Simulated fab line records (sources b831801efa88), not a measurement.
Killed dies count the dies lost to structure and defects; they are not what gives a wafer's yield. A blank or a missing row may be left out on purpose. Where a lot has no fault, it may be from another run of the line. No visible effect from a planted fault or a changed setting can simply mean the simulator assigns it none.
What tool caused it? + flow sky130 + 24 lots, 72 wafers sampled, at 5 steps of a route of 708

WHAT THE GAUGES READ, wafer by wafer
SKY_VIA1_THK_MEAS_23: measures by xrf.
| lot  | measured     | on            | VIA1_W_THK (nm) |
|------|--------------|---------------|-----------------|
| L074 | day 33 19:29 | film-metro-04 | 278 277 278     |
| L075 | day 34 09:55 | film-metro-01 | 269 267 266     |
| L076 | day 35 04:13 | film-metro-01 | 270 270 272     |
| L077 | day 35 13:52 | film-metro-03 | 277 274 270     |
| L079 | day 35 17:18 | film-metro-01 | 276 271 274     |
| L078 | day 36 00:35 | film-metro-04 | 271 272 273     |
| L080 | day 36 05:23 | film-metro-04 | 275 275 276     |
| L081 | day 36 18:17 | film-metro-04 | 282 277 277     |
| L082 | day 36 19:04 | film-metro-04 | 273 274 273     |
| L083 | day 36 20:35 | film-metro-03 | 277 279 276     |
| L084 | day 37 07:01 | film-metro-04 | 281 277 275     |
| L085 | day 37 17:06 | film-metro-04 | 277 274 277     |
| L086 | day 37 23:31 | film-metro-04 | 278 275 286     |
| L087 | day 38 08:47 | film-metro-03 | 269 273 269     |
| L089 | day 38 17:49 | film-metro-03 | 268 268 275     |
| L088 | day 38 19:33 | film-metro-03 | 271 276 278     |
| L090 | day 39 05:59 | film-metro-03 | 265 266 272     |
| L091 | day 39 12:34 | film-metro-04 | 272 273 273     |
| L092 | day 39 15:38 | film-metro-01 | 267 269 270     |
| L093 | day 39 23:24 | film-metro-04 | 274 268 267     |
| L094 | day 40 09:16 | film-metro-01 | 272 273 275     |
| L095 | day 40 09:28 | film-metro-01 | 270 276 270     |
| L096 | day 40 16:16 | film-metro-04 | 275 272 267     |
| L097 | day 41 01:46 | film-metro-03 | 276 279 274     |

SKY_VIA2_RS_MEAS_22: measurement is done with a four-point probe.
| lot  | measured     | on            | VIA2_W_RS (ohm/sq)   |
|------|--------------|---------------|----------------------|
| L074 | day 36 02:47 | film-metro-04 | 0.2754 0.2710 0.2722 |
| L075 | day 36 17:05 | film-metro-04 | 0.2751 0.2734 0.2740 |
| L076 | day 37 11:32 | film-metro-02 | 0.2748 0.2751 0.2734 |
| L077 | day 37 19:58 | film-metro-03 | 0.2736 0.2755 0.2763 |
| L079 | day 38 00:31 | film-metro-02 | 0.2769 0.2761 0.2792 |
| L078 | day 38 07:36 | film-metro-04 | 0.2731 0.2734 0.2725 |
| L080 | day 38 11:33 | film-metro-03 | 0.2723 0.2773 0.2738 |
| L081 | day 39 00:31 | film-metro-04 | 0.2781 0.2760 0.2758 |
| L082 | day 39 00:49 | film-metro-04 | 0.2768 0.2715 0.2743 |
| L083 | day 39 02:17 | film-metro-02 | 0.2765 0.2738 0.2751 |
| L084 | day 39 12:50 | film-metro-03 | 0.2722 0.2728 0.2741 |
| L085 | day 39 22:59 | film-metro-04 | 0.2735 0.2740 0.2756 |
| L086 | day 40 04:31 | film-metro-03 | 0.2780 0.2752 0.2770 |
| L087 | day 40 13:07 | film-metro-02 | 0.2739 0.2743 0.2765 |
| L089 | day 40 21:04 | film-metro-02 | 0.2766 0.2761 0.2770 |
| L088 | day 41 00:04 | film-metro-02 | 0.2753 0.2756 0.2739 |
| L090 | day 41 09:19 | film-metro-04 | 0.2720 0.2747 0.2740 |
| L091 | day 41 16:17 | film-metro-04 | 0.2748 0.2771 0.2760 |
| L092 | day 41 19:08 | film-metro-02 | 0.2719 0.2734 0.2728 |
| L093 | day 42 02:22 | film-metro-03 | 0.2788 0.2757 0.2718 |
| L094 | day 42 12:24 | film-metro-04 | 0.2744 0.2786 0.2764 |
| L095 | day 42 12:43 | film-metro-04 | 0.2775 0.2749 0.2767 |
| L096 | day 42 18:14 | film-metro-02 | 0.2713 0.2751 0.2724 |
| L097 | day 43 04:18 | film-metro-04 | 0.2738 0.2775 0.2739 |

SKY_VIA2_THK_MEAS_23: measures by xrf.
| lot  | measured     | on            | VIA2_W_THK (nm) |
|------|--------------|---------------|-----------------|
| L074 | day 36 02:53 | film-metro-04 | 430 437 434     |
| L075 | day 36 17:11 | film-metro-04 | 429 433 433     |
| L076 | day 37 11:39 | film-metro-02 | 441 439 440     |
| L077 | day 37 20:05 | film-metro-03 | 427 424 422     |
| L079 | day 38 00:36 | film-metro-02 | 427 429 426     |
| L078 | day 38 07:43 | film-metro-04 | 437 440 434     |
| L080 | day 38 11:40 | film-metro-03 | 427 417 426     |
| L081 | day 39 00:37 | film-metro-04 | 421 428 427     |
| L082 | day 39 00:55 | film-metro-04 | 426 434 428     |
| L083 | day 39 02:23 | film-metro-02 | 423 434 431     |
| L084 | day 39 12:57 | film-metro-03 | 421 421 419     |
| L085 | day 39 23:05 | film-metro-04 | 432 435 428     |
| L086 | day 40 04:37 | film-metro-03 | 416 419 416     |
| L087 | day 40 13:14 | film-metro-02 | 435 434 433     |
| L089 | day 40 21:10 | film-metro-02 | 431 435 430     |
| L088 | day 41 00:11 | film-metro-02 | 428 431 431     |
| L090 | day 41 09:26 | film-metro-04 | 436 430 434     |
| L091 | day 41 16:24 | film-metro-04 | 425 426 426     |
| L092 | day 41 19:15 | film-metro-02 | 437 432 432     |
| L093 | day 42 02:29 | film-metro-03 | 422 425 434     |
| L094 | day 42 12:31 | film-metro-04 | 432 428 433     |
| L095 | day 42 12:50 | film-metro-04 | 427 433 428     |
| L096 | day 42 18:21 | film-metro-02 | 434 428 432     |
| L097 | day 43 04:25 | film-metro-04 | 432 426 434     |

WHAT TOOL EACH LOT RAN ON (gives the tool, then ch and the chambers of the sampled wafers, and finally the start)
| lot  | SKY_VIA1_CMP_24               | SKY_METAL2_SPUTTER_04        |
|------|-------------------------------|------------------------------|
| L074 | cmp-02 ch 1,2,3, day 33 19:39 | pvd-sputter-04, day 33 20:02 |
| L075 | cmp-01 ch 0,2,3, day 34 09:57 | pvd-sputter-02, day 34 10:20 |
| L076 | cmp-02 ch 0,2,3, day 35 04:16 | pvd-sputter-04, day 35 04:40 |
| L077 | cmp-02 ch 0,3, day 35 13:55   | pvd-sputter-04, day 35 14:19 |
| L079 | cmp-02 ch 1,2,3, day 35 17:29 | pvd-sputter-03, day 35 17:43 |
| L078 | cmp-01 ch 0,1,3, day 36 00:41 | pvd-sputter-04, day 36 01:01 |
| L080 | cmp-01 ch 0,2,3, day 36 05:32 | pvd-sputter-02, day 36 05:49 |
| L081 | cmp-01 ch 0,1,2, day 36 18:20 | pvd-sputter-03, day 36 18:43 |
| L082 | cmp-02 ch 1,2, day 36 19:10   | pvd-sputter-02, day 36 19:30 |
| L083 | cmp-01 ch 2,3, day 36 20:40   | pvd-sputter-02, day 36 21:01 |
| L084 | cmp-02 ch 0,2,3, day 37 07:08 | pvd-sputter-02, day 37 07:28 |
| L085 | cmp-02 ch 0,2, day 37 17:09   | pvd-sputter-03, day 37 17:32 |
| L086 | cmp-02 ch 0,1,3, day 37 23:42 | pvd-sputter-03, day 37 23:56 |
| L087 | cmp-02 ch 0,1,2, day 38 08:50 | pvd-sputter-02, day 38 09:14 |
| L089 | cmp-02 ch 1,2, day 38 17:51   | pvd-sputter-04, day 38 18:14 |
| L088 | cmp-01 ch 1,2, day 38 19:40   | pvd-sputter-04, day 38 20:00 |
| L090 | cmp-02 ch 0,2,3, day 39 06:08 | pvd-sputter-02, day 39 06:26 |
| L091 | cmp-02 ch 1,3, day 39 12:41   | pvd-sputter-04, day 39 13:01 |
| L092 | cmp-02 ch 1,2, day 39 15:42   | pvd-sputter-03, day 39 16:07 |
| L093 | cmp-02 ch 0,2, day 39 23:30   | pvd-sputter-04, day 39 23:50 |
| L094 | cmp-02 ch 2,3, day 40 09:19   | pvd-sputter-03, day 40 09:43 |
| L095 | cmp-02 ch 0,1,2, day 40 09:46 | pvd-sputter-02, day 40 10:01 |
| L096 | cmp-01 ch 1,3, day 40 16:22   | pvd-sputter-02, day 40 16:43 |
| L097 | cmp-01 ch 0,1,3, day 41 01:59 | pvd-sputter-04, day 41 02:13 |
- SKY_VIA1_CMP_24: polishes, stops on SiO2, t overpolish 15 s, target thk 0 nm.
- SKY_METAL2_SPUTTER_04: material TiN, target thk 70 nm, time 58.3 s.

WHAT THE TOOLS THEMSELVES READ (means of the sampled wafers that have a number; where no wafer has one, the mark that the record gives instead)
SKY_VIA1_CMP_24.
| lot  | tool   | motor-current-A (A) | overpolish-run-s (s) | platen-rpm (rpm) | retaining-ring-pressure-frac | time-to-endpoint-s (s) |
|------|--------|---------------------|----------------------|------------------|------------------------------|------------------------|
| L074 | cmp-02 | 11.3                | 15.006               | 60.00            | 0.999                        | 60.4                   |
| L075 | cmp-01 | 10.6                | 15.001               | 60.01            | 0.998                        | 65.5                   |
| L076 | cmp-02 | 10.8                | 14.993               | 60.01            | 0.998                        | 63.0                   |
| L077 | cmp-02 | 11.1                | 14.995               | 59.98            | 0.996                        | 60.8                   |
| L079 | cmp-02 | 11.1                | 15.005               | 60.01            | 1.000                        | 61.4                   |
| L078 | cmp-01 | 9.7                 | 14.999               | 60.05            | 0.995                        | 62.2                   |
| L080 | cmp-01 | 10.5                | 14.995               | 59.99            | 0.996                        | 60.4                   |
| L081 | cmp-01 | 10.1                | 15.005               | 60.00            | 0.999                        | 66.9                   |
| L082 | cmp-02 | 11.5                | 14.998               | 59.99            | 0.998                        | 57.7                   |
| L083 | cmp-01 | 11.6                | 15.005               | 60.00            | 0.995                        | 67.1                   |
| L084 | cmp-02 | 11.3                | 15.000               | 59.99            | 0.999                        | 57.9                   |
| L085 | cmp-02 | 11.6                | 15.001               | 60.00            | 1.005                        | 62.5                   |
| L086 | cmp-02 | 10.9                | 15.006               | 60.01            | 1.001                        | 62.2                   |
| L087 | cmp-02 | 11.0                | 15.005               | 60.00            | 1.001                        | 60.5                   |
| L089 | cmp-02 | 10.8                | 14.998               | 59.99            | 1.000                        | 61.7                   |
| L088 | cmp-01 | 10.0                | 15.003               | 59.95            | 0.999                        | 66.6                   |
| L090 | cmp-02 | 10.7                | 15.003               | 60.01            | 1.002                        | 61.3                   |
| L091 | cmp-02 | 10.8                | 15.006               | 59.97            | 1.004                        | 60.3                   |
| L092 | cmp-02 | 11.0                | 15.008               | 60.01            | 0.995                        | 63.1                   |
| L093 | cmp-02 | 11.1                | 14.998               | 60.01            | 1.006                        | 61.5                   |
| L094 | cmp-02 | 11.2                | 14.990               | 60.01            | 1.007                        | 62.0                   |
| L095 | cmp-02 | 10.9                | 15.004               | 60.01            | 1.000                        | 63.1                   |
| L096 | cmp-01 | 10.4                | 15.010               | 60.02            | 1.004                        | 64.8                   |
| L097 | cmp-01 | 9.9                 | 15.004               | 60.03            | 1.000                        | 66.4                   |

SKY_METAL2_SPUTTER_04.
| lot  | tool           | throttle-valve-pct (%) |
|------|----------------|------------------------|
| L074 | pvd-sputter-04 | 31.1                   |
| L075 | pvd-sputter-02 | 30.5                   |
| L076 | pvd-sputter-04 | 30.7                   |
| L077 | pvd-sputter-04 | 30.5                   |
| L079 | pvd-sputter-03 | 29.0                   |
| L078 | pvd-sputter-04 | 30.5                   |
| L080 | pvd-sputter-02 | 30.7                   |
| L081 | pvd-sputter-03 | 29.8                   |
| L082 | pvd-sputter-02 | 30.2                   |
| L083 | pvd-sputter-02 | 30.2                   |
| L084 | pvd-sputter-02 | 30.7                   |
| L085 | pvd-sputter-03 | 29.4                   |
| L086 | pvd-sputter-03 | 29.8                   |
| L087 | pvd-sputter-02 | 30.3                   |
| L089 | pvd-sputter-04 | 30.9                   |
| L088 | pvd-sputter-04 | 30.2                   |
| L090 | pvd-sputter-02 | 30.8                   |
| L091 | pvd-sputter-04 | 30.2                   |
| L092 | pvd-sputter-03 | 29.7                   |
| L093 | pvd-sputter-04 | 30.7                   |
| L094 | pvd-sputter-03 | 29.3                   |
| L095 | pvd-sputter-02 | 30.8                   |
| L096 | pvd-sputter-02 | 30.1                   |
| L097 | pvd-sputter-04 | 30.7                   |

THE ANSWER, worked out from the rows above alone
Rule: the usual values come from the lots themselves. The widest of any qualifying gaps counts: lots, ordered by their means at a reading, are off when they make up no more than a third of the lots, leave a main group of 4 or more, and stand apart from it by 3 or more times the standard deviation of that group's means. A main group whose means are all the same, to the digits that the tables above print for the reading, isn't used. A lot without any number at a reading at which 4 lots or more have one is off too. Where the step has rows for the other lots, those lots are counted as sound. The gauges are gone through in route order, then the tools' own readings, and for those a lot's mean is taken as printed above. The first step at which some lot is off is used, and at that step the reading that is off furthest; a lot without a number counts as furthest.
Across all readings shown, no lot is off: no conclusion can be drawn from this.

WHAT HAD BEEN PUT IN BY THE SIMULATOR
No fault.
